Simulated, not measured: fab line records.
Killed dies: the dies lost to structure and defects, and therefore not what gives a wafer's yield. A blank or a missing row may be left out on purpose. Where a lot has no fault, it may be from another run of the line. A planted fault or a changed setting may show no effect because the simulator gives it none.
Which tool is to blame? :: flow sky130 :: 72 wafers from 24 lots sampled at 5 of the route's 708 steps

## WHAT THE GAUGES READ, wafer by wafer
SKY_POLY_CUT_CD_MEAS_08 targets a cd of 270 nm. Usual: cdNm at 270.3 nm, with a standard deviation of 1.2.
lot: L074
measured: day 24 00:10
on: cdSem-01
cdNm (nm): 270.5 270.2 271.3
flag: 

lot: L075
measured: day 24 13:50
on: cdSem-01
cdNm (nm): 270.7 271.3 272.4
flag: 

lot: L076
measured: day 24 14:12
on: cdSem-02
cdNm (nm): 268.5 269.5 267.9
flag: 

lot: L077
measured: day 25 05:02
on: cdSem-01
cdNm (nm): 268.3 267.1 268.9
flag: 

lot: L078
measured: day 25 13:59
on: cdSem-01
cdNm (nm): 268.9 268.8 269.7
flag: 

lot: L079
measured: day 26 05:50
on: cdSem-02
cdNm (nm): 270.4 270.9 269.5
flag: 

lot: L080
measured: day 26 08:41
on: cdSem-02
cdNm (nm): 269.6 268.2 269.8
flag: 

lot: L082
measured: day 27 15:46
on: cdSem-01
cdNm (nm): 272.6 272.4 272.3
flag: 

lot: L081
measured: day 28 00:17
on: cdSem-01
cdNm (nm): 272.1 270.7 271.3
flag: 

lot: L083
measured: day 28 00:39
on: cdSem-02
cdNm (nm): 271.7 271.7 271.6
flag: 

lot: L084
measured: day 28 00:26
on: cdSem-01
cdNm (nm): 271.5 272.8 272.1
flag: 

lot: L085
measured: day 28 09:08
on: cdSem-02
cdNm (nm): 272.0 270.4 269.8
flag: 

lot: L086
measured: day 28 16:11
on: cdSem-01
cdNm (nm): 269.0 269.3 269.4
flag: 

lot: L087
measured: day 28 23:35
on: cdSem-01
cdNm (nm): 269.0 268.3 268.7
flag: 

lot: L088
measured: day 29 03:05
on: cdSem-02
cdNm (nm): 269.3 270.0 269.6
flag: 

lot: L089
measured: day 29 07:40
on: cdSem-02
cdNm (nm): 271.5 271.7 271.8
flag: 

lot: L090
measured: day 29 12:00
on: cdSem-02
cdNm (nm): 269.0 269.6 268.7
flag: 

lot: L091
measured: day 30 01:26
on: cdSem-01
cdNm (nm): 269.4 270.3 269.7
flag: 

lot: L092
measured: day 30 05:26
on: cdSem-01
cdNm (nm): 270.0 269.8 268.8
flag: 

lot: L093
measured: day 30 19:00
on: cdSem-01
cdNm (nm): 270.5 269.4 270.7
flag: 

lot: L094
measured: day 31 08:44
on: cdSem-01
cdNm (nm): 270.1 271.2 271.0
flag: 

lot: L095
measured: day 31 09:21
on: cdSem-01
cdNm (nm): 270.2 269.7 269.1
flag: 

lot: L096
measured: day 31 10:50
on: cdSem-01
cdNm (nm): 271.1 271.0 271.4
flag: 

lot: L097
measured: day 31 20:30
on: cdSem-02
cdNm (nm): 270.7 270.2 271.4
flag: 

SKY_LI_CONTACT_RS_MEAS_22: the measuring method here is four-point-probe. Usual: LI_CONTACT_W_RS typically reads 0.280 ohm/sq, with standard deviation 0.0051.
lot: L074
measured: day 28 21:57
on: filmMetro-02
LI_CONTACT_W_RS (ohm/sq): 0.282 0.274 0.281
flag: 

lot: L075
measured: day 29 10:54
on: filmMetro-01
LI_CONTACT_W_RS (ohm/sq): 0.281 0.282 0.282
flag: 

lot: L076
measured: day 29 11:53
on: filmMetro-02
LI_CONTACT_W_RS (ohm/sq): 0.279 0.281 0.282
flag: 

lot: L077
measured: day 30 01:35
on: filmMetro-02
LI_CONTACT_W_RS (ohm/sq): 0.281 0.281 0.284
flag: 

lot: L078
measured: day 30 07:55
on: filmMetro-01
LI_CONTACT_W_RS (ohm/sq): 0.278 0.282 0.279
flag: 

lot: L079
measured: day 31 08:55
on: filmMetro-04
LI_CONTACT_W_RS (ohm/sq): 0.276 0.278 0.278
flag: 

lot: L080
measured: day 31 09:57
on: filmMetro-01
LI_CONTACT_W_RS (ohm/sq): 0.281 0.279 0.282
flag: 

lot: L082
measured: day 32 15:16
on: filmMetro-01
LI_CONTACT_W_RS (ohm/sq): 0.286 0.287 0.287
flag: 

lot: L081
measured: day 32 17:04
on: filmMetro-01
LI_CONTACT_W_RS (ohm/sq): 0.281 0.283 0.282
flag: 

lot: L083
measured: day 32 18:33
on: filmMetro-02
LI_CONTACT_W_RS (ohm/sq): 0.286 0.278 0.285
flag: 

lot: L084
measured: day 32 18:01
on: filmMetro-02
LI_CONTACT_W_RS (ohm/sq): 0.284 0.281 0.286
flag: 

lot: L085
measured: day 32 23:19
on: filmMetro-04
LI_CONTACT_W_RS (ohm/sq): 0.272 0.280 0.274
flag: 

lot: L086
measured: day 33 07:26
on: filmMetro-01
LI_CONTACT_W_RS (ohm/sq): 0.271 0.279 0.282
flag: 

lot: L087
measured: day 33 12:05
on: filmMetro-01
LI_CONTACT_W_RS (ohm/sq): 0.283 0.286 0.283
flag: 

lot: L088
measured: day 33 17:46
on: filmMetro-04
LI_CONTACT_W_RS (ohm/sq): 0.274 0.281 0.273
flag: 

lot: L089
measured: day 33 23:11
on: filmMetro-04
LI_CONTACT_W_RS (ohm/sq): 0.271 0.284 0.276
flag: 

lot: L090
measured: day 33 23:56
on: filmMetro-04
LI_CONTACT_W_RS (ohm/sq): 0.288 0.289 0.286
flag: 

lot: L091
measured: day 34 18:23
on: filmMetro-01
LI_CONTACT_W_RS (ohm/sq): 0.285 0.280 0.278
flag: 

lot: L092
measured: day 34 19:49
on: filmMetro-04
LI_CONTACT_W_RS (ohm/sq): 0.280 0.281 0.272
flag: 

lot: L093
measured: day 35 05:07
on: filmMetro-04
LI_CONTACT_W_RS (ohm/sq): 0.278 0.269 0.268
flag: 

lot: L094
measured: day 35 17:49
on: filmMetro-04
LI_CONTACT_W_RS (ohm/sq): 0.287 0.281 0.280
flag: 

lot: L095
measured: day 35 18:57
on: filmMetro-02
LI_CONTACT_W_RS (ohm/sq): 0.270 0.268 0.280
flag: 

lot: L096
measured: day 35 21:23
on: filmMetro-01
LI_CONTACT_W_RS (ohm/sq): 0.282 0.283 0.279
flag: 

lot: L097
measured: day 36 09:14
on: filmMetro-02
LI_CONTACT_W_RS (ohm/sq): 0.272 0.282 0.274
flag: 

SKY_LOCAL_INTERCONNECT_CD_MEAS_11 targets a cd of 170 nm. Usual: cdNm at 170.3 nm, with a standard deviation of 1.4.
lot: L074
measured: day 30 02:36
on: cdSem-01
cdNm (nm): 168.3 168.6 171.2
flag: 

lot: L075
measured: day 30 15:32
on: cdSem-01
cdNm (nm): 168.9 170.4 169.2
flag: 

lot: L076
measured: day 30 16:51
on: cdSem-01
cdNm (nm): 168.3 168.7 168.5
flag: 

lot: L077
measured: day 31 10:08
on: cdSem-02
cdNm (nm): 173.1 171.2 173.5
flag: 

lot: L078
measured: day 31 11:44
on: cdSem-01
cdNm (nm): 167.9 166.9 167.0
flag: 

lot: L079
measured: day 32 10:22
on: cdSem-02
cdNm (nm): 170.2 170.8 170.6
flag: 

lot: L080
measured: day 32 12:32
on: cdSem-01
cdNm (nm): 169.5 169.4 168.4
flag: 

lot: L082
measured: day 33 18:12
on: cdSem-01
cdNm (nm): 171.1 169.2 169.6
flag: 

lot: L081
measured: day 33 20:32
on: cdSem-02
cdNm (nm): 170.6 171.5 168.8
flag: 

lot: L083
measured: day 33 21:54
on: cdSem-01
cdNm (nm): 168.8 168.4 169.0
flag: 

lot: L084
measured: day 33 21:05
on: cdSem-01
cdNm (nm): 170.2 171.1 170.9
flag: 

lot: L085
measured: day 34 02:29
on: cdSem-01
cdNm (nm): 168.9 169.1 169.8
flag: 

lot: L086
measured: day 34 10:14
on: cdSem-01
cdNm (nm): 167.8 169.7 169.5
flag: 

lot: L087
measured: day 34 14:56
on: cdSem-02
cdNm (nm): 171.7 172.8 174.2
flag: 

lot: L088
measured: day 34 20:38
on: cdSem-01
cdNm (nm): 170.6 170.1 172.0
flag: 

lot: L089
measured: day 35 02:10
on: cdSem-02
cdNm (nm): 172.4 172.4 172.0
flag: 

lot: L090
measured: day 35 03:27
on: cdSem-02
cdNm (nm): 170.6 171.3 171.3
flag: 

lot: L091
measured: day 35 20:29
on: cdSem-02
cdNm (nm): 170.3 170.1 169.6
flag: 

lot: L092
measured: day 35 22:17
on: cdSem-02
cdNm (nm): 172.0 170.6 170.9
flag: 

lot: L093
measured: day 36 07:34
on: cdSem-02
cdNm (nm): 170.0 171.7 170.3
flag: 

lot: L094
measured: day 36 19:44
on: cdSem-01
cdNm (nm): 171.7 172.0 171.4
flag: 

lot: L095
measured: day 36 21:39
on: cdSem-02
cdNm (nm): 171.9 172.4 171.1
flag: 

lot: L096
measured: day 36 23:40
on: cdSem-02
cdNm (nm): 170.3 171.3 171.3
flag: 

lot: L097
measured: day 37 11:48
on: cdSem-02
cdNm (nm): 172.3 171.3 169.8
flag: 

SKY_LOCAL_INTERCONNECT_OVL_MEAS_12. Usual: LOCAL_INTERCONNECT_OVL typically reads 1 nm, with standard deviation 4.4.
lot: L074
measured: day 30 02:43
on: overlay-02
LOCAL_INTERCONNECT_OVL (nm): 2 -1 -2
flag: 

lot: L075
measured: day 30 15:39
on: overlay-01
LOCAL_INTERCONNECT_OVL (nm): 0 2 3
flag: 

lot: L076
measured: day 30 16:58
on: overlay-01
LOCAL_INTERCONNECT_OVL (nm): -6 -4 -2
flag: 

lot: L077
measured: day 31 10:13
on: overlay-01
LOCAL_INTERCONNECT_OVL (nm): -2 6 0
flag: 

lot: L078
measured: day 31 11:51
on: overlay-01
LOCAL_INTERCONNECT_OVL (nm): 0 -5 -8
flag: 

lot: L079
measured: day 32 10:29
on: overlay-01
LOCAL_INTERCONNECT_OVL (nm): -2 5 14
flag: 

lot: L080
measured: day 32 12:40
on: overlay-02
LOCAL_INTERCONNECT_OVL (nm): -2 2 -2
flag: 

lot: L082
measured: day 33 18:19
on: overlay-01
LOCAL_INTERCONNECT_OVL (nm): -2 -3 -10
flag: 

lot: L081
measured: day 33 20:39
on: overlay-01
LOCAL_INTERCONNECT_OVL (nm): -3 -3 0
flag: 

lot: L083
measured: day 33 22:01
on: overlay-01
LOCAL_INTERCONNECT_OVL (nm): 8 9 4
flag: 

lot: L084
measured: day 33 21:10
on: overlay-01
LOCAL_INTERCONNECT_OVL (nm): -2 -4 2
flag: 

lot: L085
measured: day 34 02:36
on: overlay-01
LOCAL_INTERCONNECT_OVL (nm): -2 -4 5
flag: 

lot: L086
measured: day 34 10:22
on: overlay-01
LOCAL_INTERCONNECT_OVL (nm): -2 1 5
flag: 

lot: L087
measured: day 34 15:03
on: overlay-01
LOCAL_INTERCONNECT_OVL (nm): 4 -2 -9
flag: 

lot: L088
measured: day 34 20:45
on: overlay-02
LOCAL_INTERCONNECT_OVL (nm): 6 7 3
flag: 

lot: L089
measured: day 35 02:16
on: overlay-02
LOCAL_INTERCONNECT_OVL (nm): -1 10 3
flag: 

lot: L090
measured: day 35 03:34
on: overlay-02
LOCAL_INTERCONNECT_OVL (nm): -2 -1 0
flag: 

lot: L091
measured: day 35 20:37
on: overlay-02
LOCAL_INTERCONNECT_OVL (nm): -1 -1 -2
flag: 

lot: L092
measured: day 35 22:24
on: overlay-02
LOCAL_INTERCONNECT_OVL (nm): 5 -2 -2
flag: 

lot: L093
measured: day 36 07:40
on: overlay-01
LOCAL_INTERCONNECT_OVL (nm): 0 -4 1
flag: 

lot: L094
measured: day 36 19:51
on: overlay-01
LOCAL_INTERCONNECT_OVL (nm): -1 3 5
flag: 

lot: L095
measured: day 36 21:46
on: overlay-02
LOCAL_INTERCONNECT_OVL (nm): 4 8 8
flag: 

lot: L096
measured: day 36 23:46
on: overlay-01
LOCAL_INTERCONNECT_OVL (nm): -1 -1 2
flag: 

lot: L097
measured: day 37 11:55
on: overlay-02
LOCAL_INTERCONNECT_OVL (nm): -7 -5 1
flag: 

## TOOL THAT RAN EACH LOT (tool first, then ch and the chambers of the sampled wafers, then the start)
lot: L074
SKY_LDD_N_STRIP_16: plasmaAsher-03 ch 0,1, day 17 12:55

lot: L075
SKY_LDD_N_STRIP_16: plasmaAsher-03 ch 0,1, day 17 23:13

lot: L076
SKY_LDD_N_STRIP_16: plasmaAsher-04 ch 0,1, day 18 00:52

lot: L077
SKY_LDD_N_STRIP_16: plasmaAsher-01 ch 0,1, day 18 19:31

lot: L078
SKY_LDD_N_STRIP_16: plasmaAsher-01 ch 0,1, day 19 03:52

lot: L079
SKY_LDD_N_STRIP_16: plasmaAsher-04 ch 0,1, day 19 22:46

lot: L080
SKY_LDD_N_STRIP_16: plasmaAsher-04 ch 0,1, day 20 01:13

lot: L082
SKY_LDD_N_STRIP_16: plasmaAsher-03 ch 1, day 21 11:10

lot: L081
SKY_LDD_N_STRIP_16: plasmaAsher-04 ch 1, day 21 16:05

lot: L083
SKY_LDD_N_STRIP_16: plasmaAsher-03 ch 0,1, day 21 16:34

lot: L084
SKY_LDD_N_STRIP_16: plasmaAsher-01 ch 0,1, day 21 17:40

lot: L085
SKY_LDD_N_STRIP_16: plasmaAsher-03 ch 0,1, day 22 02:37

lot: L086
SKY_LDD_N_STRIP_16: plasmaAsher-03 ch 0,1, day 22 10:16

lot: L087
SKY_LDD_N_STRIP_16: plasmaAsher-01 ch 0,1, day 22 14:01

lot: L088
SKY_LDD_N_STRIP_16: plasmaAsher-01 ch 0,1, day 22 21:31

lot: L089
SKY_LDD_N_STRIP_16: plasmaAsher-04 ch 0,1, day 23 03:12

lot: L090
SKY_LDD_N_STRIP_16: plasmaAsher-04 ch 0,1, day 23 10:16

lot: L091
SKY_LDD_N_STRIP_16: plasmaAsher-01 ch 0,1, day 23 22:49

lot: L092
SKY_LDD_N_STRIP_16: plasmaAsher-03 ch 0,1, day 24 03:13

lot: L093
SKY_LDD_N_STRIP_16: plasmaAsher-04 ch 0,1, day 24 16:19

lot: L094
SKY_LDD_N_STRIP_16: plasmaAsher-04 ch 0,1, day 25 01:43

lot: L095
SKY_LDD_N_STRIP_16: plasmaAsher-01 ch 0,1, day 25 03:58

lot: L096
SKY_LDD_N_STRIP_16: plasmaAsher-03 ch 0,1, day 25 10:43

lot: L097
SKY_LDD_N_STRIP_16: plasmaAsher-03 ch 0,1, day 26 00:01
- SKY_LDD_N_STRIP_16: strips in O2/N2.

## WHAT THE TOOLS THEMSELVES READ (means of the sampled wafers that have a number; where no wafer has one, the mark that the record gives instead)
SKY_LDD_N_STRIP_16. Usual: drypumpMotorCurrentA 5.7 A, standard deviation 0.63; oesProductAu 0.407 a.u., standard deviation 0.0047; stripTimeToEndpointS 4.323 s, standard deviation 0.017.
lot: L074
tool: plasmaAsher-03
drypumpMotorCurrentA (A): 5.6
oesProductAu (a.u.): 0.398
stripTimeToEndpointS (s): 4.318
flag: 

lot: L075
tool: plasmaAsher-03
drypumpMotorCurrentA (A): 5.7
oesProductAu (a.u.): 0.405
stripTimeToEndpointS (s): 4.338
flag: 

lot: L076
tool: plasmaAsher-04
drypumpMotorCurrentA (A): 5.4
oesProductAu (a.u.): 0.402
stripTimeToEndpointS (s): 4.296
flag: 

lot: L077
tool: plasmaAsher-01
drypumpMotorCurrentA (A): 5.5
oesProductAu (a.u.): 0.409
stripTimeToEndpointS (s): 4.325
flag: 

lot: L078
tool: plasmaAsher-01
drypumpMotorCurrentA (A): 5.9
oesProductAu (a.u.): 0.406
stripTimeToEndpointS (s): 4.313
flag: 

lot: L079
tool: plasmaAsher-04
drypumpMotorCurrentA (A): 5.4
oesProductAu (a.u.): 0.407
stripTimeToEndpointS (s): 4.310
flag: 

lot: L080
tool: plasmaAsher-04
drypumpMotorCurrentA (A): 5.4
oesProductAu (a.u.): 0.408
stripTimeToEndpointS (s): 4.304
flag: 

lot: L082
tool: plasmaAsher-03
drypumpMotorCurrentA (A): 5.5
oesProductAu (a.u.): 0.412
stripTimeToEndpointS (s): 4.324
flag: 

lot: L081
tool: plasmaAsher-04
drypumpMotorCurrentA (A): 4.7
oesProductAu (a.u.): 0.404
stripTimeToEndpointS (s): 4.334
flag: 

lot: L083
tool: plasmaAsher-03
drypumpMotorCurrentA (A): 5.6
oesProductAu (a.u.): 0.404
stripTimeToEndpointS (s): 4.306
flag: 

lot: L084
tool: plasmaAsher-01
drypumpMotorCurrentA (A): 5.5
oesProductAu (a.u.): 0.412
stripTimeToEndpointS (s): 4.335
flag: 

lot: L085
tool: plasmaAsher-03
drypumpMotorCurrentA (A): 5.7
oesProductAu (a.u.): 0.408
stripTimeToEndpointS (s): 4.330
flag: 

lot: L086
tool: plasmaAsher-03
drypumpMotorCurrentA (A): 5.7
oesProductAu (a.u.): 0.409
stripTimeToEndpointS (s): 4.338
flag: 

lot: L087
tool: plasmaAsher-01
drypumpMotorCurrentA (A): 5.9
oesProductAu (a.u.): 0.408
stripTimeToEndpointS (s): 4.333
flag: 

lot: L088
tool: plasmaAsher-01
drypumpMotorCurrentA (A): 5.9
oesProductAu (a.u.): 0.407
stripTimeToEndpointS (s): 4.325
flag: 

lot: L089
tool: plasmaAsher-04
drypumpMotorCurrentA (A): 6.0
oesProductAu (a.u.): 0.407
stripTimeToEndpointS (s): 4.300
flag: 

lot: L090
tool: plasmaAsher-04
drypumpMotorCurrentA (A): 5.4
oesProductAu (a.u.): 0.410
stripTimeToEndpointS (s): 4.338
flag: 

lot: L091
tool: plasmaAsher-01
drypumpMotorCurrentA (A): 5.9
oesProductAu (a.u.): 0.406
stripTimeToEndpointS (s): 4.316
flag: 

lot: L092
tool: plasmaAsher-03
drypumpMotorCurrentA (A): 5.7
oesProductAu (a.u.): 0.407
stripTimeToEndpointS (s): 4.331
flag: 

lot: L093
tool: plasmaAsher-04
drypumpMotorCurrentA (A): 5.4
oesProductAu (a.u.): 0.408
stripTimeToEndpointS (s): 4.340
flag: 

lot: L094
tool: plasmaAsher-04
drypumpMotorCurrentA (A): 6.0
oesProductAu (a.u.): 0.406
stripTimeToEndpointS (s): 4.344
flag: 

lot: L095
tool: plasmaAsher-01
drypumpMotorCurrentA (A): 5.6
oesProductAu (a.u.): 0.410
stripTimeToEndpointS (s): 4.311
flag: 

lot: L096
tool: plasmaAsher-03
drypumpMotorCurrentA (A): 5.7
oesProductAu (a.u.): 0.404
stripTimeToEndpointS (s): 4.337
flag: 

lot: L097
tool: plasmaAsher-03
drypumpMotorCurrentA (A): 5.6
oesProductAu (a.u.): 0.407
stripTimeToEndpointS (s): 4.294
flag: 

## THE ANSWER, worked out from the rows above alone
Rule: a lot counts as off when the mean over its wafers that have a number is more than 3 standard deviations away from the usual mean. Also off: a lot with no number at a reading for which 4 or more lots have one. The other lots that the step has rows for count as sound. Order of review: gauges by route order, followed by the tools' own readings, for which a lot's mean as printed above is used. The first step at which some lot is off is used, and at that step the reading that is off furthest; a lot without a number counts as furthest.
Nothing can be told from this: no lot is off at any reading shown.

## WHAT WAS PUT IN BY THE SIMULATOR
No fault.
